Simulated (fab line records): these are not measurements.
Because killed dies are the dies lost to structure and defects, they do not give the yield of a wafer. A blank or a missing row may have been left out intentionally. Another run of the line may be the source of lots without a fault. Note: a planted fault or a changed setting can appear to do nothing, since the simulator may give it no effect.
Which of the tools did it? / flow sky130 / 11 lots with 33 wafers sampled at 3 steps, on a route of 708 steps

## WHAT THE GAUGES SHOWED, per wafer
SKY_METAL2_RS_MEAS_05: the measuring method here is four-point-probe.
lot=L868; measured=day 34 18:34; on=film_metro-03; METAL2_ALCU_RS (ohm/sq)=0.1264 0.1263 0.1265
lot=L869; measured=day 35 02:11; on=film_metro-01; METAL2_ALCU_RS (ohm/sq)=0.1262 0.1288 0.1263
lot=L870; measured=day 35 12:41; on=film_metro-04; METAL2_ALCU_RS (ohm/sq)=0.1265 0.1281 0.1282
lot=L872; measured=day 35 23:52; on=film_metro-04; METAL2_ALCU_RS (ohm/sq)=0.1291 0.1284 0.1282
lot=L876; measured=day 37 05:32; on=film_metro-01; METAL2_ALCU_RS (ohm/sq)=0.1260 0.1259 0.1255
lot=L879; measured=day 38 04:20; on=film_metro-03; METAL2_ALCU_RS (ohm/sq)=0.1173 0.1272 0.1186
lot=L880; measured=day 38 21:38; on=film_metro-04; METAL2_ALCU_RS (ohm/sq)=0.1180 0.1251 0.1264
lot=L883; measured=day 39 09:32; on=film_metro-01; METAL2_ALCU_RS (ohm/sq)=0.1268 0.1269 0.1283
lot=L885; measured=day 39 16:37; on=film_metro-01; METAL2_ALCU_RS (ohm/sq)=0.1264 0.1258 0.1261
lot=L886; measured=day 40 06:28; on=film_metro-03; METAL2_ALCU_RS (ohm/sq)=0.1266 0.1260 0.1268
lot=L889; measured=day 41 03:52; on=film_metro-04; METAL2_ALCU_RS (ohm/sq)=0.1277 0.1269 0.1260

SKY_METAL2_THK_MEAS_06: measures by xrf.
lot=L868; measured=day 34 18:41; on=film_metro-03; METAL2_ALCU_THK (nm)=251.4 251.3 251.8
lot=L869; measured=day 35 02:19; on=film_metro-01; METAL2_ALCU_THK (nm)=254.5 250.4 254.5
lot=L870; measured=day 35 12:47; on=film_metro-04; METAL2_ALCU_THK (nm)=252.7 247.2 248.2
lot=L872; measured=day 35 23:57; on=film_metro-04; METAL2_ALCU_THK (nm)=245.9 247.7 248.4
lot=L876; measured=day 37 05:39; on=film_metro-01; METAL2_ALCU_THK (nm)=253.0 253.7 252.0
lot=L879; measured=day 38 04:27; on=film_metro-03; METAL2_ALCU_THK (nm)=266.8 248.9 261.9
lot=L880; measured=day 38 21:45; on=film_metro-04; METAL2_ALCU_THK (nm)=264.4 253.5 251.6
lot=L883; measured=day 39 09:39; on=film_metro-01; METAL2_ALCU_THK (nm)=253.8 253.6 249.6
lot=L885; measured=day 39 16:43; on=film_metro-01; METAL2_ALCU_THK (nm)=253.8 255.9 254.4
lot=L886; measured=day 41 12:38; on=film_metro-03; METAL2_ALCU_THK (nm)=251.5 251.7 250.3
lot=L889; measured=day 41 03:59; on=film_metro-04; METAL2_ALCU_THK (nm)=249.6 250.9 254.5

## TOOL THAT RAN EACH LOT (tool first, then ch and the chambers of the sampled wafers, then the start)
lot=L868; SKY_METAL2_SPUTTER_02=pvd_sputter-02, day 34 18:28
lot=L869; SKY_METAL2_SPUTTER_02=pvd_sputter-04, day 35 02:06
lot=L870; SKY_METAL2_SPUTTER_02=pvd_sputter-04, day 35 12:34
lot=L872; SKY_METAL2_SPUTTER_02=pvd_sputter-01, day 35 23:43
lot=L876; SKY_METAL2_SPUTTER_02=pvd_sputter-02, day 37 05:26
lot=L879; SKY_METAL2_SPUTTER_02=pvd_sputter-02, day 38 04:14
lot=L880; SKY_METAL2_SPUTTER_02=pvd_sputter-02, day 38 21:32
lot=L883; SKY_METAL2_SPUTTER_02=pvd_sputter-04, day 39 09:26
lot=L885; SKY_METAL2_SPUTTER_02=pvd_sputter-01, day 39 16:30
lot=L886; SKY_METAL2_SPUTTER_02=pvd_sputter-04, day 40 06:20
lot=L889; SKY_METAL2_SPUTTER_02=pvd_sputter-01, day 41 03:46
- SKY_METAL2_SPUTTER_02: material AlCu, target thk 250 nm, time 13.3 s.

## AS READ BY THE TOOLS THEMSELVES (means over the sampled wafers that have a number; for cases with no such wafer, the mark the record gives instead)
SKY_METAL2_SPUTTER_02.
lot=L868; tool=pvd_sputter-02; chamber_pressure_pa (Pa)=0.3995; throttle_valve_pct (%)=29.6
lot=L869; tool=pvd_sputter-04; chamber_pressure_pa (Pa)=0.4001; throttle_valve_pct (%)=30.3
lot=L870; tool=pvd_sputter-04; chamber_pressure_pa (Pa)=0.4000; throttle_valve_pct (%)=30.1
lot=L872; tool=pvd_sputter-01; chamber_pressure_pa (Pa)=0.3996; throttle_valve_pct (%)=30.1
lot=L876; tool=pvd_sputter-02; chamber_pressure_pa (Pa)=0.4005; throttle_valve_pct (%)=29.5
lot=L879; tool=pvd_sputter-02; chamber_pressure_pa (Pa)=0.3297; throttle_valve_pct (%)=32.2
lot=L880; tool=pvd_sputter-02; chamber_pressure_pa (Pa)=0.3649; throttle_valve_pct (%)=31.0
lot=L883; tool=pvd_sputter-04; chamber_pressure_pa (Pa)=0.3996; throttle_valve_pct (%)=30.3
lot=L885; tool=pvd_sputter-01; chamber_pressure_pa (Pa)=0.3993; throttle_valve_pct (%)=30.4
lot=L886; tool=pvd_sputter-04; chamber_pressure_pa (Pa)=0.3994; throttle_valve_pct (%)=30.2
lot=L889; tool=pvd_sputter-01; chamber_pressure_pa (Pa)=0.4002; throttle_valve_pct (%)=30.1

## THE ANSWER, worked out from the rows above alone
Rule: the usual values come from the lots themselves. Put in order of their means at a reading, lots are off if they are a third of the lots or fewer, leave a main group of 4 or more, and stand apart from it by a gap of 3 or more times the standard deviation of the main group's means; of several such gaps the widest counts. A main group whose means are all the same, to the digits that the tables above print for the reading, isn't used. A lot without any number at a reading at which 4 lots or more have one is off too. Any other lot the step has rows for is counted as sound. After the gauges, taken in route order, come the tools' own readings; for these a lot's mean is taken, as printed above. The first step at which some lot is off is used, and at that step the reading that is off furthest; a lot without a number counts as furthest.
Off: L879, L880, seen at SKY_METAL2_RS_MEAS_05 (METAL2_ALCU_RS). The main group: mean 0.1269 ohm/sq, standard deviation 0.0008.
A tool fits if, at a process step before that reading, it ran every lot that is off, and no sound lot after the first of them. Not tried: the gauges at SKY_METAL2_RS_MEAS_05; whatever is off there is also off at SKY_METAL2_SPUTTER_02, on other tools, and gauge error can't account for it. One candidate fits, namely pvd_sputter-02 at SKY_METAL2_SPUTTER_02. A fault onset in the window from L876 (day 37 05:26, its last sound lot) to L879 (day 38 04:14, its first lot off) fits.
The tool's own readings at SKY_METAL2_SPUTTER_02 bear it out: on the lots that are off they differ by more than 5 times the standard deviation of the sound lots' means. chamber_pressure_pa reads 0.3473 Pa there against 0.3998 Pa on the sound lots; throttle_valve_pct reads 31.6 % there against 30.1 % on the sound lots.

## WHAT THE SIMULATOR PUT IN
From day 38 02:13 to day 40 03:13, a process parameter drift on pvd_sputter-02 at SKY_METAL2_SPUTTER_02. From 0.4, the setting chamber_pressure_pa moved by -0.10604. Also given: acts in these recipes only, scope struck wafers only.
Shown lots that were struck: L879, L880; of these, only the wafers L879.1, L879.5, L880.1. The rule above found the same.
